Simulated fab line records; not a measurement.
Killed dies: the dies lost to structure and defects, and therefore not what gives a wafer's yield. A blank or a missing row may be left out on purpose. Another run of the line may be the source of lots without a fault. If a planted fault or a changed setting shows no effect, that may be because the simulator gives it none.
A lot that was struck, set against a sound lot | flow gf180mcu | 15 steps out of a route of 602
Sound: these wafers, L529.4, L529.5, L529.6. Wafers struck: L540.3, L540.5, L540.6. Last of all comes the cause.
At each step with rows: each side's tool, then ch and its chambers, then its first start. Under that, the readings that differ: sound wafers | struck wafers | difference of the means | sigmas: that difference in standard deviations of wafers without a fault.
alike: same words and numbers on both sides, and readings whose means sit less than 2 such deviations apart. not compared: any withheld reading, any reading some wafer has no value for, any bound like >300 that may hide the same value, and any number with overlapping values for which the record gives no deviation.
The two part at a step that has a row with sigmas, a row that says differs or no value, or rows on one side only. Non-overlapping numbers with no deviation appear without sigmas and do not part them. Lack of a reading on every wafer of one side parts them only where that side has two or more wafers.

first, 4 steps without rows for these wafers: GF_V2_SOFTBAKE_10 (time 60 s); GF_V2_EXPOSE_11 (exposes mask Via2, target cd 260 nm); GF_V2_PEB_12 (peb time 90 s); GF_V2_DEVELOP_13 (develop time 60 s).
GF_V2_CD_MEAS_14: the cd target is 260 nm.
  sound on cd sem-01 at day 20 06:38; struck on cd sem-01 at day 24 06:29
  reading    | sound             | struck            | difference | sigmas
  cd nm (nm) | 258.5 256.9 258.5 | 261.3 260.4 261.5 | +3.1       | +3
GF_V2_OVL_MEAS_15:
  sound on overlay-02 at day 20 06:43; struck on overlay-01 at day 24 06:34
  alike: V2_OVL
GF_V2_ETCH_16: etches BARC in N2/H2.
  sound on rie diel-01 ch 0,1,3, day 20 06:44; struck on rie diel-04 ch 0,3, day 24 06:36
  alike: drypump motor current A, oes product au, throttle valve pct
GF_V2_ETCH_17: etches SiO2 in C4F8/O2/Ar, stops on TiN, target depth 630 nm.
  sound on rie diel-01 ch 0,1,3; struck on rie diel-04 ch 0,3
  alike: oes product au
GF_V2_STRIP_18: strips in O2/N2.
  sound on plasma asher-04 ch 0,1, day 20 06:53; struck on plasma asher-03 ch 0,1, day 24 06:46
  alike: drypump motor current A, heater power w, oes product au
  not compared: rf hours counter h
then, 2 steps without rows for these wafers: GF_V2_STRIP_19 (strips in post etch residue remover, time 1200 s); GF_V2_CLEAN_20 (cleans in DIW).
GF_V2_SPUTTER_21: material Ti, target thk 15 nm, time 80.02 s.
  sound on pvd sputter-04 at day 20 07:25; struck on pvd sputter-01 at day 24 07:24
  alike: chamber pressure pa, substrate temp c, throttle valve pct
GF_V2_SPUTTER_22: material TiN, target thk 10 nm, time 40 s.
  sound on pvd sputter-04 at day 20 07:29; struck on pvd sputter-01 at day 24 07:28
  reading                                | sound             | struck            | difference | sigmas
  chamber pressure pa (Pa)               | 4.995 4.996 5.006 | 4.119 4.149 4.128 | -0.867     | -87
  throttle valve pct (%)                 | 29.6 29.3 29.3    | 30.9 34.0 30.8    | +2.5       | +2
  model.TiN_of_V2_SPUTTER_22.thk nm (nm) | 10.32 10.24 10.15 | 12.02 11.81 11.91 | +1.68      |
GF_V2_CVD_23: deposits W, target thk 350 nm, time 104.94 s.
  sound on cvd w-01 ch 0,1, day 20 07:34; struck on cvd w-01 ch 0,1, day 24 07:32
  alike: heater power w
after that, 1 step had no rows for these wafers: GF_PASSIVATION_PROBE_99.

WHERE THEY PART
Last at GF_V2_SPUTTER_22 as far as this record goes, first at GF_V2_CD_MEAS_14. Later steps at which nothing parts them and some readings are alike: GF_V2_CVD_23.

WHY: what had been put in by the simulator
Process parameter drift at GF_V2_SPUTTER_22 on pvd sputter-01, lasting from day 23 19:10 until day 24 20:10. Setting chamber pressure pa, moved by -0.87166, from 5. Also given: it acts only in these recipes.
